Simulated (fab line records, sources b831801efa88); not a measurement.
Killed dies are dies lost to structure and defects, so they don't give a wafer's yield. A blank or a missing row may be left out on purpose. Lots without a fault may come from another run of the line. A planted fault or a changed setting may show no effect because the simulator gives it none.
Problem report in the 8D (eight disciplines) form, filled by code | flow sky130 | the parts of the form that need people (team, actions taken, sign-off) are left out

1. THE PROBLEM
LOCAL_INTERCONNECT_TIN_RS at SKY_LOCAL_INTERCONNECT_RS_MEAS_01 reads a mean of 18.86 ohm/sq on 3 wafers of 3 lots; wafers without a fault read 14.08 ohm/sq with a standard deviation of 0.14. That is +34 standard deviations from the usual mean.
The step: measures by four-point-probe.
First seen on wafer L398.3, day 34 05:30, on film_metro-03. The record holds 39 wafers of 13 lots with a number at this step. Rule for "out", or "out of limits": more than 4 standard deviations from the usual mean. The other wafers with a number count as sound.

2. WHAT IT IS AND WHAT IT IS NOT
question                    | is                           | is not
which readings at this step | LOCAL_INTERCONNECT_TIN_RS    | -
which lots                  | L398, L400, L401             | L385, L386, L387, L388, L389, L391, L392, L403, L405, L406
which wafers of those lots  | L398.3, L400.5, L401.2       | L398.4, L398.6, L400.3, L400.6, L401.3, L401.4
read on which gauges        | film_metro-01, film_metro-03 | film_metro-04
when                        | from day 34 05:30            | up to then (23 sound wafers); but 13 sound wafers of L400, L401, L403, L405, L406 came after

3. SUSPECTS, AND WHAT RULES EACH OUT
Counting: a tool at a process step up to the reading stays a suspect if it ran every lot that is out. Sound lots after the first of them don't rule it out here, since some wafers of a struck lot are sound.
- the gauge at SKY_LOCAL_INTERCONNECT_RS_MEAS_01: ruled out. The wafers that are out were read on 2 gauges (film_metro-01, film_metro-03).
- pvd_sputter-01 at SKY_LOCAL_INTERCONNECT_SPUTTER_00 (material TiN, target thk 100 nm, time 83.3 s): kept. It ran every lot that is out, first L398 (day 34 05:24); its last sound lot up to then is L392 (day 33 09:55).
Left after counting: pvd_sputter-01 at SKY_LOCAL_INTERCONNECT_SPUTTER_00.

4. THE CAUSE (what the simulator had put in)
Process parameter drift: pvd_sputter-01, from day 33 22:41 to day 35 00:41, at SKY_LOCAL_INTERCONNECT_SPUTTER_00. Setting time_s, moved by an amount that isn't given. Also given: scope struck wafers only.
Counting left only this tool.

5. THE CHAIN OF EFFECTS, in route order
Each row: a reading whose mean over the struck wafers that have a number lies more than 3 standard deviations from the usual. Only readings for which the record gives a usual standard deviation are gone through. hours: the time from each lot's start at the first step in this table that gives one to its start at this step, as a median over the lots. sigmas: the change in usual standard deviations.
hours | step                                 | reading                    | usual        | on struck wafers | change | sigmas
0     | SKY_LOCAL_INTERCONNECT_RS_MEAS_01    | LOCAL_INTERCONNECT_TIN_RS  | 14.08 ohm/sq | 18.86            | +4.78  | +34
0     | SKY_LOCAL_INTERCONNECT_THK_MEAS_02   | LOCAL_INTERCONNECT_TIN_THK | 101.6 nm     | 76.8             | -24.8  | -23
27    | SKY_LOCAL_INTERCONNECT_METAL_ETCH_14 | oes_product_au             | 0.944 a.u.   | 0.803            | -0.141 | -20
27    | SKY_LOCAL_INTERCONNECT_METAL_ETCH_14 | throttle_valve_pct         | 21.899 %     | 21.986           | +0.087 | +9.3
The process steps in it:
- SKY_LOCAL_INTERCONNECT_METAL_ETCH_14: etches TiN in Cl2/BCl3, stops on PSG, target depth 110 nm, time 31.4 s.

6. WHAT WOULD HAVE CAUGHT IT SOONER
In this record the first reading out of limits at a measuring or inspecting step was taken at day 34 05:30, 7 hours after the fault began at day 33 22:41.
Of the tool readings at SKY_LOCAL_INTERCONNECT_SPUTTER_00 for which the record gives a usual standard deviation, none was out on any struck wafer, so an alarm limit of 4 standard deviations on them would not have fired.
Of the lots that are out (3), L400, L401 began SKY_LOCAL_INTERCONNECT_SPUTTER_00 on pvd_sputter-01 after day 34 05:30. A hold on the tool at that time would have spared those 2.
